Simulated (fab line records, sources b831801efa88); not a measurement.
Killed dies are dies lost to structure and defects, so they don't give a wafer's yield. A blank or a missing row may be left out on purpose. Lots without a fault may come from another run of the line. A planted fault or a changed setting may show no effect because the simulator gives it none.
One fault seen from 2 desks | flow sky130 | each desk has only its own numbers; what lay behind them comes last

THE METROLOGY DESK
What the gauges read, lot by lot, whatever tool the lot ran on: means of the sampled wafers that have a number. A lot is out of limits, marked OUT, if its mean lies more than 4 standard deviations from the usual mean; the brackets give that distance.
Columns: A = SONOS_ONO_CVD_04_THK at SKY_SONOS_ONO_THK_MEAS_05, usual 5.71 nm; B = cd_nm at SKY_SONOS_ONO_CD_MEAS_13, usual 410.2 nm; C = GATE_OXIDE_OXIDATION_00_THK at SKY_GATE_OXIDE_THK_MEAS_02, usual 10.24 nm
lot  | first seen here | A    | B     | C
L403 | day 11 20:35    | 5.68 | 404.7 | 10.19
L404 | day 12 01:23    | 5.66 | 408.6 | 10.21
L405 | day 12 09:38    | 5.69 | 409.8 | 10.22
L406 | day 12 13:52    | 5.81 | 410.5 | 10.33
L408 | day 12 21:57    | 5.82 | 412.9 | 10.65
L407 | day 13 03:52    | 5.84 | 409.8 | 10.32
L409 | day 13 14:16    | 5.87 | 412.2 | 10.18
L410 | day 14 01:13    | 5.59 | 408.7 | 10.11
L416 | day 15 23:27    | 5.82 | 410.9 | 10.29
L417 | day 16 11:50    | 5.82 | 408.6 | 10.20
L424 | day 18 17:02    | 5.74 | 412.2 | 11.60 (+7.2) OUT
L425 | day 19 01:45    | 5.75 | 412.7 | 11.80 (+8.2) OUT
This desk's finding: out of limits on L424, L425; first on L424, day 20 01:20 (GATE_OXIDE_OXIDATION_00_THK at SKY_GATE_OXIDE_THK_MEAS_02). In limits: L403, L404, L405, L406, L408, L407, L409, L410, L416, L417.

THE TOOL OWNER'S DESK: furnace-01
The tool's own readings at SKY_GATE_OXIDE_OXIDATION_01 (stabilise 600 s, purge 300 s, target thk 10.268 nm): means of the sampled wafers that have a number, for each lot that ran on this tool. A lot is out of limits, marked OUT, if its mean lies more than 4 standard deviations from the usual mean; the brackets give that distance.
Columns: A = spike_tc_centre_C at SKY_GATE_OXIDE_OXIDATION_01, usual 902.5 C; B = spike_tc_upper_C at SKY_GATE_OXIDE_OXIDATION_01, usual 899.9 C; C = tube_center_temp_C at SKY_GATE_OXIDE_OXIDATION_01, usual 899.99 C
lot  | first seen here | A     | B     | C
L405 | day 13 12:28    | 904.1 | 900.9 | 899.99
L406 | day 13 16:53    | 903.5 | 899.9 | 900.00
L408 | day 14 00:03    | 902.6 | 900.5 | 900.06
L407 | day 14 05:46    | 901.4 | 900.4 | 899.98
L416 | day 17 07:00    | 902.7 | 901.2 | 899.98
L417 | day 17 16:55    | 903.8 | 900.6 | 899.90
L424 | day 19 23:55    | 903.3 | 900.6 | 899.98
L425 | day 20 10:52    | 903.5 | 900.2 | 900.00
This desk's finding: nothing out of limits on any of the 8 lots.

PUT TOGETHER
The metrology desk could have raised an alarm at day 20 01:20, on L424, L425.
The tool owner's desk saw nothing out of limits.
The tool owner's desk has L424, L425 on record, within its limits.
Of the lots named, all ran SKY_GATE_OXIDE_OXIDATION_01 on furnace-01.

WHAT THE SIMULATOR HAD PUT IN
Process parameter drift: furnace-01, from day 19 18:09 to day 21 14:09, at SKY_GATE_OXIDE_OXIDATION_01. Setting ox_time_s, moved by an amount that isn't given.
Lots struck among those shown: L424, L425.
Hours from the fault's start to each desk's first reading out of limits: the metrology desk, 7.
